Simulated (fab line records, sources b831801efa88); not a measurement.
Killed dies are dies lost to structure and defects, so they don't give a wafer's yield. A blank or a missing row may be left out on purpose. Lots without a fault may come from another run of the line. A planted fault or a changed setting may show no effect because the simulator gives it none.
fab line records | flow sfq_line
record lots=6 wafers=18 last_day=91
route steps=325 shown M7@291 I7@296
lots that met no fault: from a run of the same line without faults
start_h: hours from the record's first day to the start of the lot's first wafer shown | wait_h: hours since the lot's step before | " the same as in the row above | L1.1+2: a row that stands for several wafers | - no value, or no start given | * or withheld: withheld | < > ~ a bound
route shown NAME@n: a module of which the file shows steps, and the number in the route of the first | usual: mean/standard deviation of fault-free wafers | same: alike in all rows | chamber/n: place in a boat | sites: the reading at each site | _std_site: their standard deviation | _edge_site: outer sites' mean less inner sites' | radius_mm: how far each site lies from the wafer's centre | mask NAME#n: copy n | behind: the tool/chamber that last shaped the wafer | hold: why the lot was held/for how many hours/how that ended | device: the transistor (n, p or np) that didn't switch | end of line: the same wafers' tests at the end of the route | a step without rows: its recipe alone | killed: dies lost to structure and defects at the first sort, not the wafer's yield | map: a wafer's dies, x killed, . not, _ none there
set.NAME: the setting as run; set.NAME@STEP: as run at that earlier step | model.NAME: the simulator's own value behind a step, which no gauge read
lots at some steps of the route; a table a step, a row a wafer
services: from which hour (start_h, from the record's first day; less than 0 if before it) a tool's chamber was out of use, for how many hours, and why
## steps
# step SFQ_M7_OVL_MEAS_945
# usual M7_OVL=-2/4.3
# columns lot.wafer tool chamber start_h wait_h M7_OVL[nm]
L382.2 overlay-02 - 1807.15 0.1 -1
L382.3 " - " " 10
L382.6 " - " " -4
L384.1 overlay-02 - 1817.02 0.1 -7
L384.2 " - " " -2
L384.3 " - " " -4
L385.1 overlay-02 - 1820.62 0.1 9
L385.2 " - " " 3
L385.3 " - " " 4
L387.1 overlay-02 - 1823.02 0.1 -7
L387.4 " - " " 0
L387.5 " - " " -2
L394.1 overlay-01 - 2035.22 0.1 2
L394.2 " - " " 6
L394.4 " - " " 5
L401.1 overlay-02 - 2113.70 0.1 -1
L401.3 " - " " 1
L401.5 " - " " -1
# step SFQ_TRILAYER_M7_BARC_OPEN_METAL_ETCH_229
# recipe mask_material=PR chemistry=O2 target_depth_nm=125 target=BARC icp_w=600 bias_w=80 pressure_mtorr=10 time_s=41.7
# usual drypump_motor_current_A=5.71/0.22 oes_product_au=0.686/0.0047
# same time_s=41.7
# columns lot.wafer tool chamber start_h wait_h drypump_motor_current_A oes_product_au rf_hours_counter_h
L382.2 rie_metal-01 1 1807.18 0.0 5.44 0.685 93
L382.3 " 1 " " 5.44 0.695 -
L382.6 " 0 " " 5.52 0.688 -
L384.1 rie_metal-01 0 1817.05 0.0 5.52 0.697 118
L384.2 " 1 " " 5.43 0.678 96
L384.3 " 1 " " 5.42 0.687 -
L385.1 rie_metal-01 0 1820.65 0.0 5.52 0.693 119
L385.2 " 1 " " 5.43 0.683 97
L385.3 " 1 " " 5.45 0.680 -
L387.1 rie_metal-01 0 1823.05 0.0 5.51 0.689 120
L387.4 " 0 " " 5.50 0.687 -
L387.5 " 1 " " 5.46 0.682 -
L394.1 rie_metal-04 1 2035.26 0.0 6.15 0.680 73
L394.2 " 0 " " 5.76 0.681 107
L394.4 " 1 " " 6.16 0.683 -
L401.1 rie_metal-01 0 2113.73 0.0 5.55 0.687 24
L401.3 " 0 " " 5.54 0.697 -
L401.5 " 0 " " 5.52 0.684 -
# step SFQ_TRILAYER_M7_ETCH_METAL_ETCH_180
# recipe target=Nb stop_on=SiO2 mask_material=PR chemistry=Cl2/Ar target_depth_nm=240 icp_w=600 bias_w=80 pressure_mtorr=10 time_s=120
# step SFQ_TRILAYER_M7_STRIP_STRIP_181
# recipe gas=O2 power_w=200 platen_temp_c=40 overash_fraction=0.65 chemistry=O2 pressure_mtorr=50
# step SFQ_TRILAYER_M7_STRIP_SOLV_CLEAN_182
# recipe chemistry=NMP temp_c=70 time_s=600
# step SFQ_TRILAYER_I7_DEP_PECVD_183
# recipe material=SiO2 temp_c=150 time_s=111.11 pressure_torr=2.4 rf_w=183.3 precursor=SiH4/N2O target_thk_nm=500
# usual heater_power_w=90/13 showerhead_vpp_V=832/39 throttle_valve_pct=24.1/1.2
# same time_s=111.11
# columns lot.wafer tool chamber start_h wait_h heater_power_w showerhead_vpp_V since_wet_clean_h throttle_valve_pct
L382.2 pecvd-02 1 1808.31 0.0 111 793 861 26.9
L382.3 " 2 " " 90 771 861 24.1
L382.6 " 2 " " 90 776 - 24.0
L384.1 pecvd-03 1 1818.19 0.0 80 895 118 23.0
L384.2 " 0 " " 84 790 118 24.9
L384.3 " 2 " " 96 850 118 22.8
L385.1 pecvd-01 2 1821.79 0.0 88 826 491 24.9
L385.2 " 0 " " 83 868 491 23.7
L385.3 " 1 " " 121 834 491 22.5
L387.1 pecvd-01 1 1824.19 0.0 120 833 493 22.7
L387.4 " 1 " " 123 816 - 22.7
L387.5 " 2 " " 84 848 - 24.8
L394.1 pecvd-03 0 2036.22 0.0 75 781 336 25.2
L394.2 " 2 " " 102 837 336 23.7
L394.4 " 2 " " 106 833 - 23.6
L401.1 pecvd-01 2 2115.48 0.0 81 821 785 26.1
L401.3 " 0 " " 75 881 785 24.0
L401.5 " 2 " " 85 823 - 26.1
# step SFQ_TRILAYER_I7_CMP_CMP_184
# recipe material=SiO2 down_force_psi=3 platen_rpm=60 pad_velocity_m_s=0.94248
# usual edge_zone_pressure_frac=1.000/0.0052 motor_current_A=10.0/1.1 platen_rpm=60.00/0.037 time_to_endpoint_s=217/8.1
# columns lot.wafer tool chamber start_h wait_h edge_zone_pressure_frac motor_current_A platen_rpm time_to_endpoint_s
L382.2 cmp-01 1 1815.51 7.2 1.005 11.3 60.00 216
L382.3 " 2 " " 1.002 9.7 59.92 212
L382.6 " 0 1817.01 8.6 0.999 9.2 60.03 215
L384.3 cmp-01 2 1833.01 14.8 1.006 10.2 59.96 208
L384.1 " 3 " " 1.000 10.5 60.03 213
L384.2 " 0 " " 0.990 9.7 60.01 226
L385.3 cmp-02 0 1836.30 14.5 1.000 10.6 60.00 223
L385.1 " 2 1837.30 15.5 1.002 7.9 60.05 221
L385.2 " 3 " " 1.013 12.0 60.08 203
L387.1 cmp-01 2 1842.01 17.8 0.997 9.7 59.98 213
L387.4 " 3 " " 0.995 9.8 60.01 222
L387.5 " 2 1844.01 19.7 0.994 10.2 59.98 218
L394.1 cmp-02 1 2038.70 2.4 1.001 9.9 59.99 228
L394.2 " 3 2039.70 3.4 0.983 11.5 59.99 219
L394.4 " 0 " " 0.993 10.1 59.96 235
L401.1 cmp-02 0 2116.05 0.5 1.009 10.8 59.98 229
L401.3 " 1 " " 0.996 9.8 60.10 217
L401.5 " 0 2118.05 2.5 1.011 10.3 60.02 228
# step SFQ_I7_BOW_MEAS_946
# recipe mode=bow
# usual I7_BOW=7/11
# columns lot.wafer tool chamber start_h wait_h I7_BOW[um]
L382.2 film_metro-03 - 1818.03 2.0 -1
L382.3 " - " " -7
L382.6 " - " " -3
L384.1 film_metro-02 - 1836.01 2.0 -13
L384.2 " - " " -12
L384.3 " - " " -6
L385.1 film_metro-02 - 1839.30 1.5 11
L385.2 " - " " 25
L385.3 " - " " 12
L387.1 film_metro-02 - 1845.01 2.5 -2
L387.4 " - " " -10
L387.5 " - " " 1
L394.1 film_metro-01 - 2041.70 2.5 -6
L394.2 " - " " -9
L394.4 " - " " -15
L401.1 film_metro-03 - 2118.55 2.0 5
L401.3 " - " " 1
L401.5 " - " " 6
# step SFQ_TRILAYER_I7_METRO_MEASURE_185
# usual thk_nm=200.4/1.1
# columns lot.wafer tool chamber start_h wait_h thk_nm
L382.2 film_metro-03 - 1818.33 0.3 200.5
L382.3 " - " " 198.7
L382.6 " - " " 199.4
L384.1 film_metro-02 - 1836.13 0.1 200.7
L384.2 " - " " 200.3
L384.3 " - " " 200.3
L385.1 film_metro-02 - 1839.42 0.1 201.8
L385.2 " - " " 200.2
L385.3 " - " " 201.7
L387.1 film_metro-02 - 1845.13 0.1 199.1
L387.4 " - " " 199.9
L387.5 " - " " 199.3
L394.1 film_metro-01 - 2041.82 0.1 201.7
L394.2 " - " " 200.7
L394.4 " - " " 201.3
L401.1 film_metro-03 - 2118.67 0.1 200.6
L401.3 " - " " 201.7
L401.5 " - " " 202.4
# step SFQ_TRILAYER_I7_VIA_LITHO_COAT_192
# recipe resist=BARC spin_rpm=3000 resist_thk_nm=62
# step SFQ_TRILAYER_I7_VIA_LITHO_COAT_187
# recipe resist=KrF spin_rpm=3000 resist_thk_nm=650
# step SFQ_TRILAYER_I7_VIA_LITHO_SOFTBAKE_191
# recipe temp_c=withheld time_s=withheld resist=KrF
# step SFQ_TRILAYER_I7_VIA_LITHO_EXPOSE_188
# recipe mask_id=I7 na=0.6 source_shape=conventional sigma_outer=0.65 target_cd_nm=1000 dose_mj=21.3
# columns lot.wafer tool chamber start_h wait_h mask
L382.2+3+6 krf_scanner-01 0 1908.07 - I7#0
L384.1+2+3 krf_scanner-02 0 1929.59 - I7#0
L385.1+2+3 krf_scanner-01 0 1936.92 - I7#0
L387.1+4+5 krf_scanner-01 0 1944.12 - I7#0
L394.1+2+4 krf_scanner-01 0 2045.52 - I7#0
L401.1+3+5 krf_scanner-01 0 2185.65 - I7#0
# step SFQ_TRILAYER_I7_VIA_LITHO_PEB_190
# recipe peb_temp_c=115 peb_time_s=60 resist=KrF
# step SFQ_TRILAYER_I7_VIA_LITHO_DEVELOP_189
# recipe time_s=60 resist=KrF
# step SFQ_I7_OVL_MEAS_947
# usual I7_OVL=-4/4.9
# columns lot.wafer tool chamber start_h wait_h I7_OVL[nm]
L382.2 overlay-02 - 1909.37 0.1 -3
L382.3 " - " " -12
L382.6 " - " " -1
L384.1 overlay-02 - 1931.09 0.1 -3
L384.2 " - " " -3
L384.3 " - " " -3
L385.1 overlay-02 - 1938.42 0.1 -7
L385.2 " - " " -4
L385.3 " - " " 0
L387.1 overlay-01 - 1945.62 0.1 -7
L387.4 " - " " -4
L387.5 " - " " -1
L394.1 overlay-01 - 2047.02 0.1 7
L394.2 " - " " 8
L394.4 " - " " 3
L401.1 overlay-02 - 2187.15 0.1 -2
L401.3 " - " " -1
L401.5 " - " " 0
# step SFQ_TRILAYER_I7_VIA_BARC_OPEN_VIA_ETCH_260
# recipe mask_material=PR chemistry=O2 target_depth_nm=125 target=BARC source_w=500 bias_w=80 pressure_mtorr=30 time_s=41.7
# usual drypump_motor_current_A=5.8/0.43 oes_product_au=0.685/0.005
# same time_s=41.7
# columns lot.wafer tool chamber start_h wait_h drypump_motor_current_A oes_product_au rf_hours_counter_h model.I7.cd_nm
L382.2 rie_diel-03 1 1909.40 0.0 6.5 0.683 2 1001
L382.3 " 0 " " 5.3 0.688 4 1001
L382.6 " 3 " " 5.6 0.687 - 1001
L384.1 rie_diel-02 3 1931.13 0.0 5.6 0.680 8 999.7
L384.2 " 0 " " 5.6 0.695 8 1002
L384.3 " 1 " " 5.6 0.689 16 1001
L385.1 rie_diel-03 1 1938.45 0.0 6.5 0.693 3 1012
L385.2 " 2 " " 5.9 0.686 6 1000
L385.3 " 0 " " 5.3 0.685 5 999.6
L387.1 rie_diel-03 2 1945.65 0.0 5.9 0.682 6 1011
L387.4 " 0 " " 5.3 0.685 5 1014
L387.5 " 0 " " 5.3 0.687 - 1003
L394.1 rie_diel-02 2 2047.06 0.0 6.0 0.679 18 998.9
L394.2 " 1 " " 5.6 0.687 18 999.2
L394.4 " 3 " " 5.6 0.686 10 999.5
L401.1 rie_diel-03 1 2187.18 0.0 6.5 0.686 6 1001
L401.3 " 3 " " 5.6 0.680 4 999.2
L401.5 " 2 " " 5.9 0.689 - 999.9
# step SFQ_TRILAYER_I7_VIA_ETCH_VIA_ETCH_190
# recipe target=SiO2 stop_on=Nb mask_material=PR taper_deg=20 chemistry=CHF3 target_depth_nm=260 source_w=500 bias_w=80 pressure_mtorr=30 time_s=withheld
# usual drypump_motor_current_A=5.8/0.43 oes_product_au=0.856/0.0051
# columns lot.wafer tool chamber start_h wait_h drypump_motor_current_A oes_product_au model.I7.cd_nm
L382.2 rie_diel-03 1 1909.44 0.0 6.5 0.849 1003
L382.3 " 0 " " 5.4 0.855 1002
L382.6 " 3 " " 5.6 0.860 1000
L384.1 rie_diel-02 3 1931.17 0.0 5.6 0.848 998.3
L384.2 " 0 " " 5.6 0.852 999.5
L384.3 " 1 " " 5.6 0.858 998.6
L385.1 rie_diel-03 1 1938.49 0.0 6.5 0.856 1014
L385.2 " 2 " " 5.9 0.855 1001
L385.3 " 0 " " 5.3 0.858 998.9
L387.1 rie_diel-03 2 1945.69 0.0 5.9 0.843 1013
L387.4 " 0 " " 5.3 0.862 1014
L387.5 " 0 " " 5.3 0.851 1002
L394.1 rie_diel-02 2 2047.10 0.0 6.0 0.865 1000
L394.2 " 1 " " 5.6 0.853 998.9
L394.4 " 3 " " 5.6 0.848 999
L401.1 rie_diel-03 1 2187.22 0.0 6.5 0.858 1003
L401.3 " 3 " " 5.6 0.856 998.7
L401.5 " 2 " " 5.9 0.858 998.9
# step SFQ_TRILAYER_I7_VIA_STRIP_STRIP_191
# recipe gas=O2 power_w=200 platen_temp_c=40 overash_fraction=0.65 chemistry=O2 pressure_mtorr=50
# usual drypump_motor_current_A=5.7/0.33 oes_product_au=1.000/0.011
# columns lot.wafer tool chamber start_h wait_h drypump_motor_current_A oes_product_au rf_hours_counter_h
L382.2 rie_metal-01 1 1909.56 - 5.4 1.003 109
L382.3 " 0 " " 5.5 1.000 -
L382.6 " 0 " " 5.5 1.004 -
L384.1 rie_metal-02 0 1931.28 - 5.5 0.976 58
L384.2 " 1 " " 6.3 1.008 101
L384.3 " 1 " " 6.3 0.997 -
L385.1 rie_metal-01 1 1938.61 - 5.4 0.999 113
L385.2 " 1 " " 5.4 0.999 -
L385.3 " 1 " " 5.4 0.995 -
L387.1 rie_metal-04 1 1945.81 - 6.2 1.025 62
L387.4 " 1 " " 6.1 1.007 -
L387.5 " 1 " " 6.2 1.014 -
L394.1 rie_metal-01 1 2047.21 - 5.4 1.007 127
L394.2 " 0 " " 5.5 1.005 12
L394.4 " 0 " " 5.5 1.023 -
L401.1 rie_metal-02 0 2187.33 - 5.5 0.993 90
L401.3 " 0 " " 5.5 0.990 -
L401.5 " 0 " " 5.5 0.989 -
## services
# columns tool chamber start_h hours kind
krf_scanner-01 - 1783.26 0.8 pm
rie_diel-03 - 1824.55 0.2 repair
krf_scanner-01 - 1826.96 3.3 repair
rie_diel-02 - 1861.09 2.8 pm
krf_scanner-01 - 1866.30 0.3 repair
krf_scanner-01 - 1871.42 1.0 pm
rie_diel-03 3 1878.82 13.1 repair
rie_diel-03 1 1887.14 1.2 repair
krf_scanner-01 - 1924.67 1.3 pm
krf_scanner-01 - 1951.32 0.8 pm
krf_scanner-01 - 1985.82 4.0 pm
krf_scanner-01 - 1995.06 0.8 pm
rie_diel-02 1 2001.44 6.1 repair
rie_diel-02 - 2010.86 0.3 repair
rie_diel-03 1 2022.44 6.3 repair
rie_diel-03 2 2028.33 7.8 repair
krf_scanner-01 - 2040.92 1.0 pm
krf_scanner-01 - 2075.53 0.5 repair
rie_diel-02 2 2085.63 5.6 repair
krf_scanner-01 - 2100.10 1.3 pm
krf_scanner-01 - 2120.60 0.8 pm
rie_diel-02 0 2135.69 16.3 repair
rie_diel-02 - 2135.90 15.6 pm
rie_diel-02 1 2157.62 22.2 repair
## key
first_sign none at tools or gauges
model_effect step=SFQ_TRILAYER_I7_VIA_BARC_OPEN_VIA_ETCH_260 value=I7.cd_nm without=1001 struck=1012
model_effect step=SFQ_TRILAYER_I7_VIA_ETCH_VIA_ETCH_190 value=I7.cd_nm without=1002 struck=1014
met_at SFQ_TRILAYER_I7_VIA_LITHO_EXPOSE_188
struck_wafers L385.1,L387.1,L387.4
onset_between 1908.07 1936.92
fault kind=process_parameter_drift tool=krf_scanner-01 chamber=- onset_h=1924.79 steps=SFQ_TRILAYER_I7_VIA_LITHO_EXPOSE_188 channel=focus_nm offset=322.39 shape=step end_h=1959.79 scope=struck_wafers_only
